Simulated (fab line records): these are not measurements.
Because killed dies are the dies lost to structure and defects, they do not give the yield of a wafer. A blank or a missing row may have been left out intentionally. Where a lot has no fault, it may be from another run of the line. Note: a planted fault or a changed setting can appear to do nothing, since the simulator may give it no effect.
fab line records -- flow gf180mcu -- part 1 of 2: steps 1 to 25 of 38
[record] lots = 5, wafers = 15, lastDay = 33
route steps=602 shown V4@494 MIM@503 M5@526
lots that met no fault: from a run of the same line without faults
startH: hours from the record's opening day to when the first of the lot's shown wafers began -- waitH: time in hours since the lot's previous step -- " the same as in the row above -- L1.1+2: one row covering several wafers at once -- - no value, or no start given -- * or withheld: withheld -- < > ~ a bound
route shown NAME@n: names a module that has steps shown in the file, with the first one's number in the route -- usual: mean/standard deviation taken from wafers without a fault -- same: alike in all rows -- chamber/n: place in a boat -- sites: readings site by site -- _std_site: the standard deviation of these -- _edge_site: outer sites' mean less inner sites' -- radiusMm: for every site, how far away it sits from the centre of the wafer -- mask NAME#n: copy n -- behind: tool/chamber where the wafer was last shaped -- hold: why the lot was held/for how many hours/how that ended -- device: the transistor (n, p or np) that didn't switch -- end of line: the route-end tests of the same wafers -- a step without rows: its recipe alone -- killed: dies that structure and defects cost at the first sort, which is not the same as the wafer's yield -- map: the dies of a wafer, with x for killed, . for not killed, _ for no die there
set.NAME: the setting as run; set.NAME@STEP: as run at that earlier step -- model.NAME: the simulator's own value behind a step, which no gauge read
lots at selected steps of the route; one table per step, one row per wafer
services: the hour from which a tool's chamber was out of use, counted from the record's first day as startH (under 0 if before that day), plus the number of hours and why
[[steps]]
[step GF_V4_STRIP_18]
[recipe] chemistry = O2/N2, powerW = 1400, pressureMtorr = 1500, platenTempC = 250, o2FlowSccm = 3000, n2FlowSccm = 300, overashFraction = 0.5
[usual] drypumpMotorCurrentA = 5.7/0.46, heaterPowerW = 329/21, oesProductAu = 0.593/0.005
lot.wafer,tool,chamber,startH,waitH,drypumpMotorCurrentA,heaterPowerW,oesProductAu,rfHoursCounterH
L077.2,plasmaAsher-02,1,585.48,-,5.7,321,0.594,51
L077.3,plasmaAsher-02,0,585.48,-,6.2,301,0.600,-
L077.6,plasmaAsher-02,1,585.48,-,5.7,327,0.589,-
L081.2,plasmaAsher-02,0,617.98,-,6.3,294,0.589,55
L081.5,plasmaAsher-02,1,617.98,-,5.7,326,0.594,-
L081.6,plasmaAsher-02,0,617.98,-,6.2,295,0.592,-
L087.4,plasmaAsher-02,1,669.37,-,5.7,337,0.591,-
L087.5,plasmaAsher-02,1,669.37,-,5.7,324,0.590,-
L087.6,plasmaAsher-02,0,669.37,-,6.3,303,0.589,-
L091.2,plasmaAsher-02,0,702.63,-,6.2,303,0.592,64
L091.4,plasmaAsher-02,1,702.63,-,5.7,326,0.590,-
L091.5,plasmaAsher-02,0,702.63,-,6.3,304,0.599,-
L093.1,plasmaAsher-02,1,704.13,-,5.7,326,0.597,64
L093.3,plasmaAsher-02,1,704.13,-,5.7,332,0.595,-
L093.5,plasmaAsher-02,1,704.13,-,5.7,321,0.592,-
[step GF_V4_STRIP_19]
[recipe] chemistry = postEtchResidueRemover, timeS = 1200, tempC = 72.5
[usual] tempC = 72.47/0.11
lot.wafer,tool,chamber,startH,waitH,tempC
L077.2,wetBench-03,0,585.58,0.1,72.50
L077.3,wetBench-03,0,585.58,0.1,72.61
L077.6,wetBench-03,0,585.58,0.1,72.62
L081.2,wetBench-02,3,618.08,0.1,72.37
L081.5,wetBench-02,3,618.08,0.1,72.17
L081.6,wetBench-02,3,618.08,0.1,72.55
L087.4,wetBench-02,0,669.43,0.0,72.54
L087.5,wetBench-02,0,669.43,0.0,72.58
L087.6,wetBench-02,0,669.43,0.0,72.44
L091.2,wetBench-02,0,702.73,0.1,72.45
L091.4,wetBench-02,0,702.73,0.1,72.32
L091.5,wetBench-02,0,702.73,0.1,72.29
L093.1,wetBench-04,0,704.23,0.1,72.32
L093.3,wetBench-04,0,704.23,0.1,72.61
L093.5,wetBench-04,0,704.23,0.1,72.62
[step GF_V4_CLEAN_20]
[recipe] chemistry = DIW, dry = n2Spin
lot.wafer,tool,chamber,startH,waitH
L077.2+3+6,wetBench-04,0,585.92,0.0
L081.2+5+6,wetBench-04,1,618.45,0.0
L087.4+5+6,wetBench-04,0,669.77,0.0
L091.2+4+5,wetBench-02,0,703.07,0.0
L093.1+3+5,wetBench-02,2,704.60,0.0
[step GF_V4_SPUTTER_21]
[recipe] material = Ti, targetThkNm = 15, chamberPressurePa = 5, powerW = 2500, substrateTempC = 200, timeS = 80.02
[usual] cathodeDcPowerW = 2500.0/0.5, throttleValvePct = 30.0/1.3
lot.wafer,tool,chamber,startH,waitH,cathodeDcPowerW,throttleValvePct
L077.2,pvdSputter-03,-,586.02,0.0,2499.0,29.2
L077.3,pvdSputter-03,-,586.02,0.0,2499.4,30.7
L077.6,pvdSputter-03,-,586.02,0.0,2500.0,31.1
L081.2,pvdSputter-02,-,618.54,0.0,2500.0,27.4
L081.5,pvdSputter-02,-,618.54,0.0,2500.1,27.6
L081.6,pvdSputter-02,-,618.54,0.0,2499.7,29.8
L087.4,pvdSputter-02,-,669.87,0.0,2500.6,29.8
L087.5,pvdSputter-02,-,669.87,0.0,2500.3,27.5
L087.6,pvdSputter-02,-,669.87,0.0,2499.9,29.5
L091.2,pvdSputter-03,-,703.17,0.0,2499.0,31.4
L091.4,pvdSputter-03,-,703.17,0.0,2500.0,30.7
L091.5,pvdSputter-03,-,703.17,0.0,2500.0,31.8
L093.1,pvdSputter-04,-,704.69,0.0,2499.7,29.5
L093.3,pvdSputter-04,-,704.69,0.0,2499.7,31.5
L093.5,pvdSputter-04,-,704.69,0.0,2499.8,29.7
[step GF_V4_SPUTTER_22]
[recipe] material = TiN, targetThkNm = 10, chamberPressurePa = 5, powerW = 4000, timeS = 40
[usual] cathodeDcPowerW = 3999.9/0.76, throttleValvePct = 30.0/1.3
lot.wafer,tool,chamber,startH,waitH,cathodeDcPowerW,throttleValvePct
L077.2,pvdSputter-03,-,586.08,0.0,3999.2,29.5
L077.3,pvdSputter-03,-,586.08,0.0,4000.5,30.5
L077.6,pvdSputter-03,-,586.08,0.0,3998.7,31.2
L081.2,pvdSputter-02,-,618.60,0.0,4000.1,27.6
L081.5,pvdSputter-02,-,618.60,0.0,3999.9,27.3
L081.6,pvdSputter-02,-,618.60,0.0,4000.5,29.6
L087.4,pvdSputter-02,-,669.93,0.0,3999.5,30.1
L087.5,pvdSputter-02,-,669.93,0.0,3999.5,27.4
L087.6,pvdSputter-02,-,669.93,0.0,3999.9,29.6
L091.2,pvdSputter-03,-,703.23,0.0,4000.0,31.7
L091.4,pvdSputter-03,-,703.23,0.0,3999.9,30.8
L091.5,pvdSputter-03,-,703.23,0.0,4000.2,31.7
L093.1,pvdSputter-04,-,704.75,0.0,4000.3,29.7
L093.3,pvdSputter-04,-,704.75,0.0,3999.4,31.6
L093.5,pvdSputter-04,-,704.75,0.0,4000.5,29.7
[step GF_V4_CVD_23]
[recipe] material = W, targetThkNm = 350, timeS = 104.9, tempC = 400, pressureTorr = 40
[usual] heaterPowerW = 864/57
lot.wafer,tool,chamber,startH,waitH,heaterPowerW
L077.2,cvdW-02,1,586.12,0.0,886
L077.3,cvdW-02,1,586.12,0.0,881
L077.6,cvdW-02,0,586.12,0.0,914
L081.2,cvdW-02,0,618.64,0.0,940
L081.5,cvdW-02,1,618.64,0.0,877
L081.6,cvdW-02,0,618.64,0.0,931
L087.4,cvdW-02,1,670.00,0.1,896
L087.5,cvdW-02,0,670.00,0.1,944
L087.6,cvdW-02,1,670.00,0.1,920
L091.2,cvdW-01,1,703.27,0.0,797
L091.4,cvdW-01,0,703.27,0.0,840
L091.5,cvdW-01,0,703.27,0.0,857
L093.1,cvdW-01,0,704.79,0.0,849
L093.3,cvdW-01,1,704.79,0.0,804
L093.5,cvdW-01,1,704.79,0.0,779
[step GF_V4_RS_MEAS_24]
[recipe] thkMeasGauge = four-point-probe, reads = W_of_V4_CVD_23+TiN_of_V4_SPUTTER_22+Ti_of_V4_SPUTTER_21
[usual] V4_W_RS = 0.328/0.0033
lot.wafer,tool,chamber,startH,waitH,V4_W_RS[ohm/sq]
L077.2,filmMetro-03,-,586.25,0.1,0.337
L077.3,filmMetro-03,-,586.25,0.1,0.338
L077.6,filmMetro-03,-,586.25,0.1,0.333
L081.2,filmMetro-04,-,618.77,0.1,0.326
L081.5,filmMetro-04,-,618.77,0.1,0.328
L081.6,filmMetro-04,-,618.77,0.1,0.322
L087.4,filmMetro-03,-,670.14,0.1,0.327
L087.5,filmMetro-03,-,670.14,0.1,0.319
L087.6,filmMetro-03,-,670.14,0.1,0.333
L091.2,filmMetro-03,-,703.40,0.1,0.328
L091.4,filmMetro-03,-,703.40,0.1,0.327
L091.5,filmMetro-03,-,703.40,0.1,0.328
L093.1,filmMetro-01,-,704.90,0.1,0.329
L093.3,filmMetro-01,-,704.90,0.1,0.332
L093.5,filmMetro-01,-,704.90,0.1,0.328
[step GF_V4_THK_MEAS_25]
[recipe] thkMeasGauge = xrf, reads = W_of_V4_CVD_23
[usual] V4_W_THK = 357/4.7
lot.wafer,tool,chamber,startH,waitH,V4_W_THK[nm]
L077.2,filmMetro-03,-,586.36,0.1,348
L077.3,filmMetro-03,-,586.36,0.1,349
L077.6,filmMetro-03,-,586.36,0.1,354
L081.2,filmMetro-04,-,618.88,0.1,361
L081.5,filmMetro-04,-,618.88,0.1,360
L081.6,filmMetro-04,-,618.88,0.1,367
L087.4,filmMetro-03,-,670.23,0.1,357
L087.5,filmMetro-03,-,670.23,0.1,367
L087.6,filmMetro-03,-,670.23,0.1,349
L091.2,filmMetro-03,-,703.51,0.1,362
L091.4,filmMetro-03,-,703.51,0.1,365
L091.5,filmMetro-03,-,703.51,0.1,363
L093.1,filmMetro-01,-,705.02,0.1,351
L093.3,filmMetro-01,-,705.02,0.1,347
L093.5,filmMetro-01,-,705.02,0.1,352
[step GF_V4_CMP_26]
[recipe] stopOn = SiO2, downForcePsi = 3.5, platenRpm = 60, tOverpolishS = 15, targetThkNm = 0, padVelocityMS = 0.94248
[usual] motorCurrentA = 11.2/1.1, overpolishRunS = 15.000/0.0092, timeToEndpointS = 86/3.9
lot.wafer,tool,chamber,startH,waitH,motorCurrentA,overpolishRunS,timeToEndpointS
L077.3,cmp-01,1,586.41,0.0,12.9,15.001,81
L077.2,cmp-01,0,586.41,0.0,12.9,15.002,86
L077.6,cmp-01,2,586.41,0.0,10.7,15.007,87
L081.2,cmp-02,0,619.08,0.2,10.1,14.988,81
L081.5,cmp-02,1,619.08,0.2,10.2,15.005,77
L081.6,cmp-02,2,619.08,0.2,10.6,14.992,91
L087.4,cmp-01,1,670.36,0.1,12.9,14.981,87
L087.5,cmp-01,3,670.36,0.1,11.2,14.988,92
L087.6,cmp-01,0,670.36,0.1,12.3,15.004,89
L091.2,cmp-02,1,703.61,0.1,10.9,14.998,80
L091.4,cmp-02,2,703.61,0.1,9.9,15.001,87
L091.5,cmp-02,0,703.61,0.1,10.3,14.997,85
L093.3,cmp-01,0,705.13,0.1,12.6,15.013,85
L093.1,cmp-01,2,705.13,0.1,11.2,14.985,86
L093.5,cmp-01,3,705.13,0.1,11.6,15.015,92
[step GF_MIM_SPUTTER_00]
[recipe] material = Ti, targetThkNm = 37.5, arrivingIonEnergyEv = 80, substrateTempC = 200, chamberPressurePa = 2, powerW = 4000, timeS = 150
[usual] cathodeDcPowerW = 3999.9/0.8, throttleValvePct = 30.2/0.88
lot.wafer,tool,chamber,startH,waitH,cathodeDcPowerW,throttleValvePct
L077.2,pvdSputter-01,-,586.71,0.1,3999.9,30.4
L077.3,pvdSputter-01,-,586.71,0.1,3999.0,30.1
L077.6,pvdSputter-01,-,586.71,0.1,4001.2,30.7
L081.2,pvdSputter-04,-,619.23,0.1,3999.9,30.1
L081.5,pvdSputter-04,-,619.23,0.1,4001.5,29.8
L081.6,pvdSputter-04,-,619.23,0.1,4000.0,31.6
L087.4,pvdSputter-04,-,670.61,0.2,3999.3,29.9
L087.5,pvdSputter-04,-,670.61,0.2,4000.1,29.8
L087.6,pvdSputter-04,-,670.61,0.2,3997.9,31.5
L091.2,pvdSputter-03,-,703.86,0.2,3998.7,30.7
L091.4,pvdSputter-03,-,703.86,0.2,3999.7,30.6
L091.5,pvdSputter-03,-,703.86,0.2,4000.0,31.7
L093.1,pvdSputter-01,-,705.38,0.1,4000.0,30.9
L093.3,pvdSputter-01,-,705.38,0.1,4000.3,29.5
L093.5,pvdSputter-01,-,705.38,0.1,4001.0,29.3
[step GF_MIM_SPUTTER_01]
[recipe] material = TiN, targetThkNm = 30, powerW = 6500, timeS = 25, chamberPressurePa = 0.4
[usual] cathodeDcPowerW = 6499.9/1.3, throttleValvePct = 30.2/0.85
lot.wafer,tool,chamber,startH,waitH,cathodeDcPowerW,throttleValvePct
L077.2,pvdSputter-01,-,586.81,0.1,6499.4,30.4
L077.3,pvdSputter-01,-,586.81,0.1,6500.4,30.0
L077.6,pvdSputter-01,-,586.81,0.1,6501.2,30.8
L081.2,pvdSputter-04,-,619.33,0.1,6500.1,30.1
L081.5,pvdSputter-04,-,619.33,0.1,6499.0,29.8
L081.6,pvdSputter-04,-,619.33,0.1,6500.5,31.5
L087.4,pvdSputter-04,-,670.67,0.0,6498.2,29.9
L087.5,pvdSputter-04,-,670.67,0.0,6500.1,29.6
L087.6,pvdSputter-04,-,670.67,0.0,6500.1,31.5
L091.2,pvdSputter-03,-,703.96,0.1,6500.7,30.7
L091.4,pvdSputter-03,-,703.96,0.1,6499.8,30.5
L091.5,pvdSputter-03,-,703.96,0.1,6499.1,31.6
L093.1,pvdSputter-01,-,705.48,0.1,6499.6,30.3
L093.3,pvdSputter-01,-,705.48,0.1,6501.4,29.8
L093.5,pvdSputter-01,-,705.48,0.1,6499.4,29.6
[step GF_MIM_SPUTTER_02]
[recipe] material = AlCu, targetThkNm = 450, powerW = 10600, timeS = 23.9, chamberPressurePa = 0.4
[usual] cathodeDcPowerW = 10600/2, throttleValvePct = 30.3/0.85
lot.wafer,tool,chamber,startH,waitH,cathodeDcPowerW,throttleValvePct
L077.2,pvdSputter-01,-,586.84,0.0,10599,30.5
L077.3,pvdSputter-01,-,586.84,0.0,10601,30.2
L077.6,pvdSputter-01,-,586.84,0.0,10597,30.7
L081.2,pvdSputter-04,-,619.36,0.0,10601,30.0
L081.5,pvdSputter-04,-,619.36,0.0,10604,29.9
L081.6,pvdSputter-04,-,619.36,0.0,10599,31.6
L087.4,pvdSputter-04,-,670.70,0.0,10602,30.2
L087.5,pvdSputter-04,-,670.70,0.0,10601,29.9
L087.6,pvdSputter-04,-,670.70,0.0,10601,31.6
L091.2,pvdSputter-03,-,703.99,0.0,10600,30.6
L091.4,pvdSputter-03,-,703.99,0.0,10602,30.7
L091.5,pvdSputter-03,-,703.99,0.0,10600,31.7
L093.1,pvdSputter-01,-,705.51,0.0,10599,30.5
L093.3,pvdSputter-01,-,705.51,0.0,10603,29.6
L093.5,pvdSputter-01,-,705.51,0.0,10599,29.5
[step GF_MIM_SPUTTER_03]
[recipe] material = Ti, targetThkNm = 10, substrateTempC = 300, chamberPressurePa = 0.3, powerW = 3000, timeS = 6.7
[usual] cathodeDcPowerW = 3000.0/0.51, throttleValvePct = 30.3/0.9
lot.wafer,tool,chamber,startH,waitH,cathodeDcPowerW,throttleValvePct
L077.2,pvdSputter-01,-,586.87,0.0,3000.1,30.7
L077.3,pvdSputter-01,-,586.87,0.0,2999.9,30.2
L077.6,pvdSputter-01,-,586.87,0.0,2999.9,30.9
L081.2,pvdSputter-04,-,619.39,0.0,2999.8,30.2
L081.5,pvdSputter-04,-,619.39,0.0,3000.2,29.8
L081.6,pvdSputter-04,-,619.39,0.0,2999.7,31.6
L087.4,pvdSputter-04,-,670.73,0.0,3000.2,29.9
L087.5,pvdSputter-04,-,670.73,0.0,2999.4,30.0
L087.6,pvdSputter-04,-,670.73,0.0,3000.4,31.8
L091.2,pvdSputter-03,-,704.02,0.0,3000.5,30.9
L091.4,pvdSputter-03,-,704.02,0.0,3000.6,30.6
L091.5,pvdSputter-03,-,704.02,0.0,3000.0,31.4
L093.1,pvdSputter-01,-,705.54,0.0,3000.0,30.6
L093.3,pvdSputter-01,-,705.54,0.0,2999.8,29.2
L093.5,pvdSputter-01,-,705.54,0.0,3000.4,30.0
[step GF_MIM_SPUTTER_04]
[recipe] material = TiN, targetThkNm = 50, powerW = 6500, timeS = 41.7, chamberPressurePa = 0.4
[usual] cathodeDcPowerW = 6499.8/1.2, throttleValvePct = 30.3/0.87
lot.wafer,tool,chamber,startH,waitH,cathodeDcPowerW,throttleValvePct
L077.2,pvdSputter-01,-,586.89,0.0,6499.0,30.4
L077.3,pvdSputter-01,-,586.89,0.0,6500.8,29.9
L077.6,pvdSputter-01,-,586.89,0.0,6503.0,30.7
L081.2,pvdSputter-04,-,619.41,0.0,6500.6,30.0
L081.5,pvdSputter-04,-,619.41,0.0,6499.8,29.8
L081.6,pvdSputter-04,-,619.41,0.0,6502.1,31.7
L087.4,pvdSputter-04,-,670.76,0.0,6500.2,30.1
L087.5,pvdSputter-04,-,670.76,0.0,6499.6,29.7
L087.6,pvdSputter-04,-,670.76,0.0,6497.8,31.6
L091.2,pvdSputter-03,-,704.04,0.0,6501.0,30.7
L091.4,pvdSputter-03,-,704.04,0.0,6499.7,30.8
L091.5,pvdSputter-03,-,704.04,0.0,6498.4,31.7
L093.1,pvdSputter-01,-,705.56,0.0,6498.0,30.5
L093.3,pvdSputter-01,-,705.56,0.0,6499.8,29.8
L093.5,pvdSputter-01,-,705.56,0.0,6498.4,29.9
[step GF_MIM_CVD_05]
[recipe] material = Si3N4, targetThkNm = 42, tempMaxC = 400, tempC = 385, timeS = 29.086, rfW = 450
[usual] heaterPowerW = 649/88
lot.wafer,tool,chamber,startH,waitH,heaterPowerW
L077.2,pecvd-03,0,586.93,0.0,762
L077.3,pecvd-03,1,586.93,0.0,661
L077.6,pecvd-03,0,586.93,0.0,610
L081.2,pecvd-04,2,619.45,0.0,549
L081.5,pecvd-04,0,619.45,0.0,534
L081.6,pecvd-04,1,619.45,0.0,646
L087.4,pecvd-03,1,670.80,0.0,657
L087.5,pecvd-03,0,670.80,0.0,693
L087.6,pecvd-03,2,670.80,0.0,768
L091.2,pecvd-04,0,704.08,0.0,611
L091.4,pecvd-04,0,704.08,0.0,617
L091.5,pecvd-04,1,704.08,0.0,711
L093.1,pecvd-04,1,705.60,0.0,581
L093.3,pecvd-04,2,705.60,0.0,649
L093.5,pecvd-04,1,705.60,0.0,561
[step GF_MIM_THK_MEAS_06]
[recipe] reads = Si3N4_of_MIM_CVD_05
[usual] MIM_CVD_05_THK = 42.2/0.67
lot.wafer,tool,chamber,startH,waitH,MIM_CVD_05_THK[nm]
L077.2,filmMetro-01,-,586.97,0.0,41.9
L077.3,filmMetro-01,-,586.97,0.0,42.0
L077.6,filmMetro-01,-,586.97,0.0,42.7
L081.2,filmMetro-02,-,619.50,0.0,41.0
L081.5,filmMetro-02,-,619.50,0.0,42.6
L081.6,filmMetro-02,-,619.50,0.0,42.9
L087.4,filmMetro-01,-,670.84,0.0,42.6
L087.5,filmMetro-01,-,670.84,0.0,42.6
L087.6,filmMetro-01,-,670.84,0.0,41.3
L091.2,filmMetro-02,-,704.12,0.0,42.6
L091.4,filmMetro-02,-,704.12,0.0,43.4
L091.5,filmMetro-02,-,704.12,0.0,43.3
L093.1,filmMetro-02,-,705.64,0.0,42.4
L093.3,filmMetro-02,-,705.64,0.0,41.6
L093.5,filmMetro-02,-,705.64,0.0,42.7
[step GF_MIM_SPUTTER_07]
[recipe] material = TiN, targetThkNm = 60, powerW = 6500, timeS = 50, chamberPressurePa = 0.4
[usual] cathodeDcPowerW = 6499.9/1.2, throttleValvePct = 30.2/0.98
lot.wafer,tool,chamber,startH,waitH,cathodeDcPowerW,throttleValvePct
L077.2,pvdSputter-04,-,587.02,0.0,6499.2,29.8
L077.3,pvdSputter-04,-,587.02,0.0,6500.4,29.9
L077.6,pvdSputter-04,-,587.02,0.0,6498.5,29.7
L081.2,pvdSputter-01,-,619.55,0.0,6501.8,30.6
L081.5,pvdSputter-01,-,619.55,0.0,6501.9,30.1
L081.6,pvdSputter-01,-,619.55,0.0,6501.3,29.9
L087.4,pvdSputter-01,-,670.89,0.0,6500.2,30.7
L087.5,pvdSputter-01,-,670.89,0.0,6499.8,29.5
L087.6,pvdSputter-01,-,670.89,0.0,6500.3,29.8
L091.2,pvdSputter-03,-,704.17,0.0,6499.2,30.9
L091.4,pvdSputter-03,-,704.17,0.0,6498.7,31.9
L091.5,pvdSputter-03,-,704.17,0.0,6501.2,30.6
L093.1,pvdSputter-03,-,705.70,0.1,6500.3,30.8
L093.3,pvdSputter-03,-,705.70,0.1,6499.1,30.9
L093.5,pvdSputter-03,-,705.70,0.1,6501.0,31.6
[step GF_MIM_SPUTTER_08]
[recipe] material = AlCu, targetThkNm = 200, powerW = 10600, timeS = 10.6, chamberPressurePa = 0.4
[usual] cathodeDcPowerW = 10600/2, throttleValvePct = 30.2/0.95
lot.wafer,tool,chamber,startH,waitH,cathodeDcPowerW,throttleValvePct
L077.2,pvdSputter-04,-,587.07,0.0,10605,30.1
L077.3,pvdSputter-04,-,587.07,0.0,10599,30.0
L077.6,pvdSputter-04,-,587.07,0.0,10598,29.8
L081.2,pvdSputter-01,-,619.59,0.0,10602,30.5
L081.5,pvdSputter-01,-,619.59,0.0,10600,30.1
L081.6,pvdSputter-01,-,619.59,0.0,10598,29.6
L087.4,pvdSputter-01,-,670.93,0.0,10598,30.7
L087.5,pvdSputter-01,-,670.93,0.0,10598,29.6
L087.6,pvdSputter-01,-,670.93,0.0,10601,29.7
L091.2,pvdSputter-03,-,704.22,0.0,10604,30.9
L091.4,pvdSputter-03,-,704.22,0.0,10601,31.6
L091.5,pvdSputter-03,-,704.22,0.0,10600,30.5
L093.1,pvdSputter-03,-,705.74,0.0,10602,30.8
L093.3,pvdSputter-03,-,705.74,0.0,10601,30.7
L093.5,pvdSputter-03,-,705.74,0.0,10602,31.5
[step GF_MIM_SPUTTER_09]
[recipe] material = TiN, targetThkNm = 35, powerW = 6500, timeS = 29.2, chamberPressurePa = 0.4
[usual] cathodeDcPowerW = 6500.1/1, throttleValvePct = 30.2/0.96
lot.wafer,tool,chamber,startH,waitH,cathodeDcPowerW,throttleValvePct
L077.2,pvdSputter-04,-,587.09,0.0,6500.9,29.8
L077.3,pvdSputter-04,-,587.09,0.0,6499.0,29.9
L077.6,pvdSputter-04,-,587.09,0.0,6499.8,29.9
L081.2,pvdSputter-01,-,619.61,0.0,6499.4,30.7
L081.5,pvdSputter-01,-,619.61,0.0,6500.0,30.1
L081.6,pvdSputter-01,-,619.61,0.0,6499.6,29.6
L087.4,pvdSputter-01,-,670.96,0.0,6501.5,30.8
L087.5,pvdSputter-01,-,670.96,0.0,6500.9,29.5
L087.6,pvdSputter-01,-,670.96,0.0,6498.8,29.8
L091.2,pvdSputter-03,-,704.24,0.0,6502.2,31.0
L091.4,pvdSputter-03,-,704.24,0.0,6499.5,31.4
L091.5,pvdSputter-03,-,704.24,0.0,6500.2,30.8
L093.1,pvdSputter-03,-,705.76,0.0,6501.3,30.9
L093.3,pvdSputter-03,-,705.76,0.0,6500.8,31.0
L093.5,pvdSputter-03,-,705.76,0.0,6502.2,31.6
[step GF_MIM_RS_MEAS_10]
[recipe] thkMeasGauge = four-point-probe, reads = TiN_of_MIM_SPUTTER_09+AlCu_of_MIM_SPUTTER_08+TiN_of_MIM_SPUTTER_07
[usual] MIM_ALCU_RS = 0.1607/0.0017
lot.wafer,tool,chamber,startH,waitH,MIM_ALCU_RS[ohm/sq]
L077.2,filmMetro-03,-,587.14,0.0,0.1596
L077.3,filmMetro-03,-,587.14,0.0,0.1590
L077.6,filmMetro-03,-,587.14,0.0,0.1603
L081.2,filmMetro-02,-,619.75,0.1,0.1574
L081.5,filmMetro-02,-,619.75,0.1,0.1596
L081.6,filmMetro-02,-,619.75,0.1,0.1586
L087.4,filmMetro-02,-,671.03,0.1,0.1600
L087.5,filmMetro-02,-,671.03,0.1,0.1611
L087.6,filmMetro-02,-,671.03,0.1,0.1584
L091.2,filmMetro-01,-,704.29,0.0,0.1613
L091.4,filmMetro-01,-,704.29,0.0,0.1618
L091.5,filmMetro-01,-,704.29,0.0,0.1611
L093.1,filmMetro-01,-,705.80,0.0,0.1614
L093.3,filmMetro-01,-,705.80,0.0,0.1619
L093.5,filmMetro-01,-,705.80,0.0,0.1612
[step GF_MIM_THK_MEAS_11]
[recipe] thkMeasGauge = xrf, reads = AlCu_of_MIM_SPUTTER_08
[usual] MIM_ALCU_THK = 197.0/1.8
lot.wafer,tool,chamber,startH,waitH,MIM_ALCU_THK[nm]
L077.2,filmMetro-03,-,587.25,0.1,198.5
L077.3,filmMetro-03,-,587.25,0.1,199.2
L077.6,filmMetro-03,-,587.25,0.1,197.0
L081.2,filmMetro-02,-,619.86,0.1,199.5
L081.5,filmMetro-02,-,619.86,0.1,197.0
L081.6,filmMetro-02,-,619.86,0.1,198.2
L087.4,filmMetro-02,-,671.12,0.1,196.1
L087.5,filmMetro-02,-,671.12,0.1,195.6
L087.6,filmMetro-02,-,671.12,0.1,198.4
L091.2,filmMetro-01,-,704.40,0.1,196.8
L091.4,filmMetro-01,-,704.40,0.1,195.6
L091.5,filmMetro-01,-,704.40,0.1,196.0
L093.1,filmMetro-01,-,705.92,0.1,195.1
L093.3,filmMetro-01,-,705.92,0.1,196.3
L093.5,filmMetro-01,-,705.92,0.1,198.0
[step GF_MIM_DEHYDRATE_12]
[recipe] tempC = 200, timeS = 60
lot.wafer,tool,chamber,startH,waitH
L077.2+3+6,lithoTrack-02,0,596.82,9.6
L081.2+5+6,lithoTrack-04,0,629.27,9.4
L087.4+5+6,lithoTrack-04,0,679.47,8.3
L091.2+4+5,lithoTrack-02,0,712.97,8.6
L093.1+3+5,lithoTrack-02,0,714.75,8.8
[step GF_MIM_HMDS_13]
[recipe] primeTimeS = 60, primeTempC = 120
lot.wafer,tool,chamber,startH,waitH
L077.2+3+6,lithoTrack-02,0,596.97,0.1
L081.2+5+6,lithoTrack-04,0,629.42,0.1
L087.4+5+6,lithoTrack-04,0,679.62,0.1
L091.2+4+5,lithoTrack-02,0,713.12,0.1
L093.1+3+5,lithoTrack-02,0,714.90,0.1
[step GF_MIM_COAT_14]
[recipe] resist = NOVOLAK, spinRpm = 3000, resistThkNm = 1000
lot.wafer,tool,chamber,startH,waitH
L077.2+3+6,lithoTrack-02,0,597.12,0.1
L081.2+5+6,lithoTrack-04,0,629.57,0.1
L087.4+5+6,lithoTrack-04,0,679.77,0.1
L091.2+4+5,lithoTrack-02,0,713.27,0.1
L093.1+3+5,lithoTrack-02,0,715.05,0.1
[step GF_MIM_SOFTBAKE_15]
[recipe] tempC = 90, timeS = 60, resist = NOVOLAK
lot.wafer,tool,chamber,startH,waitH
L077.2+3+6,lithoTrack-02,0,597.27,0.1
L081.2+5+6,lithoTrack-04,0,629.72,0.1
L087.4+5+6,lithoTrack-04,0,679.92,0.1
L091.2+4+5,lithoTrack-02,0,713.42,0.1
L093.1+3+5,lithoTrack-02,0,715.20,0.1
